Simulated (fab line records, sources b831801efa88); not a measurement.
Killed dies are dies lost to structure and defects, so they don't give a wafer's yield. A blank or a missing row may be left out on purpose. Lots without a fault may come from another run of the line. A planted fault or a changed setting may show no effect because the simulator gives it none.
One fault seen from 2 desks | flow sky130 | each desk has only its own numbers; what lay behind them comes last

THE METROLOGY DESK
What the gauges read, lot by lot, whatever tool the lot ran on: means of the sampled wafers that have a number. A lot is out of limits, marked OUT, if its mean lies more than 4 standard deviations from the usual mean; the brackets give that distance.
Columns: A = VIA1_W_RS at SKY_VIA1_RS_MEAS_22, usual 0.426 ohm/sq; B = VIA1_W_THK at SKY_VIA1_THK_MEAS_23, usual 265 nm
lot  | first seen here | A               | B
L935 | day 33 11:42    | 0.429           | 262
L938 | day 36 03:23    | 0.421           | 269
L937 | day 36 03:43    | 0.301 (-19) OUT | 391 (+27) OUT
L950 | day 38 19:34    | 0.424           | 262
L951 | day 39 09:19    | 0.434           | 262
L953 | day 39 19:38    | 0.425           | 266
L952 | day 39 22:38    | 0.428           | 260
L955 | day 40 04:46    | 0.422           | 270
L954 | day 40 06:07    | 0.421           | 267
L956 | day 40 07:33    | 0.422           | 268
L957 | day 40 19:35    | 0.407           | 277
L958 | day 41 00:00    | 0.427           | 263
This desk's finding: out of limits on L937; first on L937, day 36 03:43 (VIA1_W_RS at SKY_VIA1_RS_MEAS_22). In limits: L935, L938, L950, L951, L953, L952, L955, L954, L956, L957, L958.

THE TOOL OWNER'S DESK: cvd_w-02
The tool's own readings at SKY_VIA1_CVD_21 (deposits W, target thk 270 nm, time 80.902 s): means of the sampled wafers that have a number, for each lot that ran on this tool. A lot is out of limits, marked OUT, if its mean lies more than 4 standard deviations from the usual mean; the brackets give that distance.
Columns: A = heater_power_w at SKY_VIA1_CVD_21, usual 845 W
lot  | first seen here | A
L935 | day 33 11:36    | 761
L937 | day 36 03:37    | 866
L950 | day 38 19:28    | 803
L953 | day 39 19:32    | 873
L952 | day 39 22:31    | 772
L955 | day 40 04:41    | 828
L954 | day 40 06:02    | 928
L957 | day 40 19:28    | 779
This desk's finding: nothing out of limits on any of the 8 lots.

PUT TOGETHER
The metrology desk could have raised an alarm at day 36 03:43, on L937.
The tool owner's desk saw nothing out of limits.
The tool owner's desk has L937 on record, within its limits.
Of the lots named, all ran SKY_VIA1_CVD_21 on cvd_w-02.

WHAT THE SIMULATOR HAD PUT IN
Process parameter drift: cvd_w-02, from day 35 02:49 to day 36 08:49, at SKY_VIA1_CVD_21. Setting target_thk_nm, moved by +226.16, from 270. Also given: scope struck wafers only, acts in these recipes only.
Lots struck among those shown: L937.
Hours from the fault's start to each desk's first reading out of limits: the metrology desk, 25.
